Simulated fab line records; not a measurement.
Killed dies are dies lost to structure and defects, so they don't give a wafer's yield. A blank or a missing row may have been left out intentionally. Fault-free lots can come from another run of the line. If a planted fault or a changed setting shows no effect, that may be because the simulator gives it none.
What tool caused it?    flow gf180mcu    12 lots with 36 wafers sampled at 6 steps, on a route of 602 steps

WHAT THE GAUGES SHOWED, per wafer
GF_STI_BOW_MEAS_00. Usual: INCOMING_BOW gives 0 um (standard deviation 6.8).
lot   measured     on             INCOMING_BOW (um)  flag
L237  day 1 10:01  film-metro-04  2 15 1             
L238  day 1 15:02  film-metro-04  0 5 -2             
L239  day 1 20:01  film-metro-01  5 -1 -7            
L241  day 2 06:00  film-metro-02  -2 -1 -14          
L242  day 2 11:01  film-metro-01  10 -1 -7           
L244  day 2 21:00  film-metro-04  0 0 3              
L249  day 3 22:00  film-metro-02  6 -13 -3           
L254  day 4 23:01  film-metro-02  0 -7 11            
L256  day 5 09:02  film-metro-01  19 -15 -14         
L258  day 5 19:02  film-metro-01  11 -4 -2           
L259  day 6 00:00  film-metro-02  0 -8 -14           
L260  day 6 05:00  film-metro-04  -8 7 4             

GF_LVPWELL_TW_MEAS_11. Usual: LVPWELL_TW gives 556.4 (standard deviation 2.5).
lot   measured     on             LVPWELL_TW         flag
L237  day 3 23:37  film-metro-03  558.3 553.7 556.5  
L238  day 4 03:59  film-metro-03  560.0 555.6 556.4  
L239  day 4 08:31  film-metro-01  561.4 558.8 560.9  
L241  day 4 18:34  film-metro-01  561.2 558.6 558.7  
L242  day 4 23:01  film-metro-03  559.8 558.4 558.0  
L244  day 5 11:07  film-metro-01  559.4 556.8 557.9  
L249  day 6 14:34  film-metro-04  555.1 551.7 554.7  
L254  day 7 18:37  film-metro-01  529.1 526.3 526.4  OFF
L256  day 8 08:53  film-metro-03  522.6 523.6 523.8  OFF
L258  day 8 20:44  film-metro-01  557.1 555.5 554.0  
L259  day 9 01:16  film-metro-04  556.6 557.4 554.0  
L260  day 9 07:46  film-metro-04  557.0 558.5 558.1  

GF_VT_IMPLANT_RS_MEAS_48: the measuring method here is four-point-probe. Usual: LVPWELL_RS gives 1198 ohm/sq (standard deviation 3.2).
lot   measured      on             LVPWELL_RS (ohm/sq)  flag
L237  day 7 15:32   film-metro-01  1197 1197 1196       
L238  day 7 22:12   film-metro-03  1196 1201 1195       
L239  day 8 01:38   film-metro-04  1198 1196 1199       
L241  day 8 16:04   film-metro-04  1194 1194 1194       
L242  day 8 18:48   film-metro-04  1198 1195 1199       
L244  day 9 11:45   film-metro-04  1194 1197 1195       
L249  day 10 18:46  film-metro-01  1196 1199 1199       
L254  day 12 01:41  film-metro-01  1480 1490 1481       OFF
L256  day 12 18:21  film-metro-04  1489 1488 1487       OFF
L258  day 13 06:53  film-metro-01  1198 1199 1198       
L259  day 13 13:34  film-metro-03  1199 1198 1201       
L260  day 13 23:29  film-metro-04  1193 1194 1195       

GF_SAB_CD_MEAS_09 targets a cd of 420 nm. Usual: cd-nm reads 420.2 nm (standard deviation 2.4).
lot   measured      on         cd-nm (nm)         flag
L237  day 15 04:56  cd-sem-01  424.3 422.7 424.4  
L238  day 15 21:39  cd-sem-01  414.6 413.1 414.9  
L239  day 15 21:56  cd-sem-02  418.8 419.4 417.7  
L241  day 16 15:43  cd-sem-01  419.2 419.4 417.9  
L242  day 17 01:29  cd-sem-01  421.8 420.4 422.5  
L244  day 18 00:37  cd-sem-02  419.3 423.2 419.5  
L249  day 19 08:34  cd-sem-02  423.5 423.2 420.9  
L254  day 20 22:26  cd-sem-01  421.2 417.8 419.2  
L256  day 21 16:03  cd-sem-01  419.3 420.6 420.1  
L258  day 22 07:46  cd-sem-01  425.5 425.4 425.1  
L259  day 22 17:07  cd-sem-02  418.6 417.7 418.9  
L260  day 23 05:19  cd-sem-02  416.8 416.8 418.5  

WHICH TOOL RAN EACH LOT (tool, then ch and the chambers of the sampled wafers, then the start)
lot   GF_LVPWELL_IMPLANT_09           GF_HV_LDD_STRIP_10
L237  implanter-02 ch 0, day 3 23:23  plasma-asher-01 ch 0,1, day 10 03:40
L238  implanter-02 ch 0, day 4 03:46  plasma-asher-03 ch 0,1, day 10 17:16
L239  implanter-02 ch 0, day 4 08:17  plasma-asher-01 ch 1, day 10 17:23
L241  implanter-03 ch 0, day 4 18:19  plasma-asher-03 ch 0,1, day 11 08:13
L242  implanter-04 ch 0, day 4 22:47  plasma-asher-03 ch 0,1, day 11 16:35
L244  implanter-03 ch 0, day 5 10:52  plasma-asher-03 ch 0,1, day 12 10:02
L249  implanter-02 ch 0, day 6 14:19  plasma-asher-02 ch 0,1, day 13 15:01
L254  implanter-02 ch 0, day 7 18:23  plasma-asher-03 ch 0, day 14 21:44
L256  implanter-02 ch 0, day 8 08:40  plasma-asher-02 ch 0,1, day 15 15:49
L258  implanter-03 ch 0, day 8 20:31  plasma-asher-03 ch 0,1, day 16 05:58
L259  implanter-04 ch 0, day 9 01:01  plasma-asher-01 ch 0,1, day 16 15:43
L260  implanter-03 ch 0, day 9 07:31  plasma-asher-01 ch 0,1, day 17 02:40
- GF_LVPWELL_IMPLANT_09
- GF_HV_LDD_STRIP_10: strips in O2/N2.

AS READ BY THE TOOLS THEMSELVES (means over the sampled wafers that have a number; for cases with no such wafer, the mark the record gives instead)
GF_LVPWELL_IMPLANT_09. Usual: dose-ions-cm2 4.999e+12, standard deviation 4.9e+09; faraday-current-uA 28.2, standard deviation 0.51.
lot   tool          dose-ions-cm2  faraday-current-uA  flag
L237  implanter-02  4.999e+12      28.0                
L238  implanter-02  4.998e+12      27.9                
L239  implanter-02  5.002e+12      28.0                
L241  implanter-03  4.999e+12      28.4                
L242  implanter-04  4.997e+12      28.4                
L244  implanter-03  4.998e+12      28.3                
L249  implanter-02  5.005e+12      28.6                
L254  implanter-02  5.003e+11      2.8                 OFF
L256  implanter-02  4.927e+11      2.8                 OFF
L258  implanter-03  4.998e+12      28.3                
L259  implanter-04  5.006e+12      27.9                
L260  implanter-03  5.004e+12      28.7                

GF_HV_LDD_STRIP_10. Usual: drypump-motor-current-A 5.5 A, standard deviation 0.38; heater-power-w 349 W, standard deviation 54; oes-product-au 0.715 a.u., standard deviation 0.005; strip-time-to-endpoint-s 12.64 s, standard deviation 0.037.
lot   tool             drypump-motor-current-A (A)  heater-power-w (W)  oes-product-au (a.u.)  strip-time-to-endpoint-s (s)  flag
L237  plasma-asher-01  6.0                          317                 0.713                  12.62                         
L238  plasma-asher-03  5.3                          368                 0.719                  12.66                         
L239  plasma-asher-01  6.1                          297                 0.714                  12.64                         
L241  plasma-asher-03  5.1                          396                 0.717                  12.63                         
L242  plasma-asher-03  5.1                          404                 0.713                  12.67                         
L244  plasma-asher-03  5.2                          361                 0.717                  12.68                         
L249  plasma-asher-02  5.8                          318                 0.715                  12.66                         
L254  plasma-asher-03  5.0                          430                 0.720                  12.64                         
L256  plasma-asher-02  5.7                          299                 0.713                  12.64                         
L258  plasma-asher-03  5.2                          397                 0.717                  12.58                         
L259  plasma-asher-01  6.0                          314                 0.718                  12.63                         
L260  plasma-asher-01  5.9                          328                 0.717                  12.67                         

THE ANSWER, worked out from the rows above alone
Rule: lot off if the mean of its wafers having a number is beyond 3 standard deviations from the usual mean. A lot without any number at a reading at which 4 lots or more have one is off too. Any other lot the step has rows for is counted as sound. After the gauges, taken in route order, come the tools' own readings; for these a lot's mean is taken, as printed above. At the first step where some lot is off, the reading lying furthest off is the one used; lots without a number count as furthest.
Off: at GF_LVPWELL_TW_MEAS_11 (LVPWELL_TW), L254, L256.
A tool fits if, at a process step before that reading, it ran every lot that is off, and no sound lot after the first of them. Not tried: the gauges at GF_LVPWELL_TW_MEAS_11; whatever is off there is also off at GF_LVPWELL_IMPLANT_09, on other tools, and gauge error can't account for it. One fits: GF_LVPWELL_IMPLANT_09 on implanter-02. A fault onset in the window from L249 (day 6 14:19, its last sound lot) to L254 (day 7 18:23, its first lot off) fits.
The tool's own readings at GF_LVPWELL_IMPLANT_09 bear it out: on the lots that are off they differ by more than 5 times the standard deviation of the sound lots' means. dose-ions-cm2 reads 4.965e+11 there against 5.001e+12 on the sound lots; faraday-current-uA reads 2.8 there against 28.2 on the sound lots.

WHAT THE SIMULATOR HAD PUT IN
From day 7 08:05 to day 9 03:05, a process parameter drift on implanter-02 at GF_LVPWELL_IMPLANT_09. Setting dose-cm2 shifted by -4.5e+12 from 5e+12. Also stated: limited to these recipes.
Lots struck among those shown: L254, L256. Same finding as the rule above.
